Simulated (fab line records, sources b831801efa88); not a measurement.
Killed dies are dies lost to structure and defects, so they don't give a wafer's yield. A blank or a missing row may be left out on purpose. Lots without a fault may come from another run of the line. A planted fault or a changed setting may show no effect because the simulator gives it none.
Which tool did it? | flow gf180mcu | 13 lots, 39 wafers sampled, at 5 steps of a route of 602

WHAT THE GAUGES READ, wafer by wafer
GF_V2_THK_MEAS_01. Usual: V2_CVD_00_THK 602 nm, standard deviation 5.2.
lot  | measured     | on            | V2_CVD_00_THK (nm) | flag
L703 | day 19 09:49 | film_metro-01 | 600 605 612        |
L704 | day 19 14:41 | film_metro-02 | 596 601 603        |
L710 | day 21 21:34 | film_metro-02 | 611 609 600        |
L711 | day 22 07:26 | film_metro-01 | 611 601 611        |
L712 | day 22 21:07 | film_metro-03 | 605 603 605        |
L714 | day 23 14:06 | film_metro-02 | 611 610 599        |
L715 | day 23 17:23 | film_metro-02 | 596 587 594        |
L716 | day 24 01:44 | film_metro-01 | 596 600 597        |
L718 | day 24 14:32 | film_metro-01 | 603 597 594        |
L719 | day 24 21:31 | film_metro-02 | 598 604 602        |
L721 | day 25 14:34 | film_metro-02 | 603 609 610        |
L722 | day 26 01:03 | film_metro-03 | 601 612 604        |
L726 | day 27 07:13 | film_metro-02 | 609 606 600        |

GF_V2_THK_MEAS_03. Usual: V2_CVD_02_THK 851 nm, standard deviation 9.1.
lot  | measured     | on            | V2_CVD_02_THK (nm) | flag
L703 | day 19 09:57 | film_metro-03 | 854 856 851        |
L704 | day 19 14:49 | film_metro-01 | 842 838 854        |
L710 | day 21 21:42 | film_metro-02 | 839 838 856        |
L711 | day 22 07:36 | film_metro-03 | 864 863 873        |
L712 | day 22 21:15 | film_metro-01 | 859 856 863        |
L714 | day 23 14:16 | film_metro-02 | 848 849 839        |
L715 | day 23 17:30 | film_metro-02 | 860 858 861        |
L716 | day 24 01:55 | film_metro-02 | 845 859 847        |
L718 | day 24 14:40 | film_metro-03 | 845 839 857        |
L719 | day 24 21:39 | film_metro-03 | 861 862 861        |
L721 | day 25 14:41 | film_metro-03 | 840 833 850        |
L722 | day 26 01:10 | film_metro-02 | 838 845 857        |
L726 | day 27 07:21 | film_metro-02 | 848 846 837        |

GF_V2_RS_MEAS_24: measures by four-point-probe. Usual: V2_W_RS 0.327 ohm/sq, standard deviation 0.003.
lot  | measured     | on            | V2_W_RS (ohm/sq)  | flag
L703 | day 20 11:07 | film_metro-03 | 0.325 0.329 0.330 |
L704 | day 20 16:16 | film_metro-01 | 0.331 0.330 0.330 |
L710 | day 22 22:42 | film_metro-01 | 0.330 0.324 0.326 |
L711 | day 23 07:47 | film_metro-03 | 0.326 0.326 0.324 |
L712 | day 23 21:25 | film_metro-01 | 0.329 0.328 0.326 |
L714 | day 24 13:13 | film_metro-02 | 0.328 0.321 0.319 |
L715 | day 24 17:05 | film_metro-01 | 0.324 0.329 0.327 |
L716 | day 25 00:52 | film_metro-01 | 0.326 0.327 0.326 |
L718 | day 25 13:46 | film_metro-03 | 0.325 0.327 0.329 |
L719 | day 25 21:02 | film_metro-01 | 0.330 0.328 0.334 |
L721 | day 26 13:24 | film_metro-01 | 0.310 0.310 0.305 | OFF
L722 | day 26 23:17 | film_metro-02 | 0.314 0.316 0.312 | OFF
L726 | day 28 05:24 | film_metro-02 | 0.331 0.327 0.332 |

GF_V2_THK_MEAS_25: measures by xrf. Usual: V2_W_THK 363 nm, standard deviation 4.3.
lot  | measured     | on            | V2_W_THK (nm) | flag
L703 | day 20 11:14 | film_metro-03 | 367 361 357   |
L704 | day 20 16:23 | film_metro-01 | 361 364 361   |
L710 | day 22 22:49 | film_metro-01 | 364 367 367   |
L711 | day 23 07:54 | film_metro-03 | 362 362 364   |
L712 | day 23 21:31 | film_metro-01 | 365 367 368   |
L714 | day 24 13:20 | film_metro-02 | 364 372 375   |
L715 | day 24 17:10 | film_metro-01 | 371 367 366   |
L716 | day 25 00:59 | film_metro-01 | 366 364 365   |
L718 | day 25 13:53 | film_metro-03 | 362 361 358   |
L719 | day 25 21:08 | film_metro-01 | 359 361 356   |
L721 | day 26 13:31 | film_metro-01 | 384 383 390   | OFF
L722 | day 26 23:25 | film_metro-02 | 379 378 383   | OFF
L726 | day 28 05:31 | film_metro-02 | 359 363 357   |

WHICH TOOL RAN EACH LOT (tool, then ch and the chambers of the sampled wafers, then the start)
lot  | GF_V2_CVD_23
L703 | cvd_w-01 ch 0,1, day 20 11:01
L704 | cvd_w-02 ch 0,1, day 20 16:10
L710 | cvd_w-02 ch 0,1, day 22 22:35
L711 | cvd_w-02 ch 0,1, day 23 07:40
L712 | cvd_w-02 ch 0,1, day 23 21:17
L714 | cvd_w-01 ch 0,1, day 24 13:06
L715 | cvd_w-01 ch 0,1, day 24 16:56
L716 | cvd_w-01 ch 0,1, day 25 00:45
L718 | cvd_w-02 ch 0,1, day 25 13:39
L719 | cvd_w-01 ch 0,1, day 25 20:54
L721 | cvd_w-02 ch 0,1, day 26 13:16
L722 | cvd_w-02 ch 0,1, day 26 23:11
L726 | cvd_w-01 ch 0,1, day 28 05:17
- GF_V2_CVD_23: deposits W, target thk 350 nm, time 104.94 s.

WHAT THE TOOLS THEMSELVES READ (means of the sampled wafers that have a number; where no wafer has one, the mark that the record gives instead)
GF_V2_CVD_23. Usual: heater_power_w 803 W, standard deviation 78; susceptor_temp_C 400.02 C, standard deviation 0.21.
lot  | tool     | heater_power_w (W) | susceptor_temp_C (C) | flag
L703 | cvd_w-01 | 841                | 400.07               |
L704 | cvd_w-02 | 746                | 399.83               |
L710 | cvd_w-02 | 802                | 400.01               |
L711 | cvd_w-02 | 801                | 400.05               |
L712 | cvd_w-02 | 748                | 400.09               |
L714 | cvd_w-01 | 848                | 400.03               |
L715 | cvd_w-01 | 841                | 399.96               |
L716 | cvd_w-01 | 840                | 400.07               |
L718 | cvd_w-02 | 759                | 399.84               |
L719 | cvd_w-01 | 849                | 399.92               |
L721 | cvd_w-02 | 817                | 402.38               | OFF
L722 | cvd_w-02 | 814                | 402.51               | OFF
L726 | cvd_w-01 | 851                | 400.10               |

THE ANSWER, worked out from the rows above alone
Rule: a lot is off if the mean of its wafers that have a number lies more than 3 standard deviations from the usual mean. A lot without any number at a reading at which 4 lots or more have one is off too. The other lots that the step has rows for count as sound. The gauges are gone through in route order, then the tools' own readings, and for those a lot's mean is taken as printed above. The first step at which some lot is off is used, and at that step the reading that is off furthest; a lot without a number counts as furthest.
Off: L721, L722, at GF_V2_RS_MEAS_24 (V2_W_RS).
A tool fits if, at a process step before that reading, it ran every lot that is off, and no sound lot after the first of them. The gauges at GF_V2_RS_MEAS_24 aren't tried: what is off there is off at GF_V2_CVD_23 too, on other tools, and a gauge's error can't cause that. One fits: cvd_w-02 at GF_V2_CVD_23. Its last sound lot is L718 (day 25 13:39), its first lot that is off L721 (day 26 13:16): a fault that began between those two fits.
The tool's own readings at GF_V2_CVD_23 bear it out: on the lots that are off they differ by more than 5 times the standard deviation of the sound lots' means. susceptor_temp_C reads 402.44 C there against 400.00 C on the sound lots.

WHAT THE SIMULATOR HAD PUT IN
Process parameter drift: cvd_w-02, from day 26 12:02 on, at GF_V2_CVD_23. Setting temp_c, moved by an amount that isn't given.
Lots struck among those shown: L721, L722. The rule above found the same.
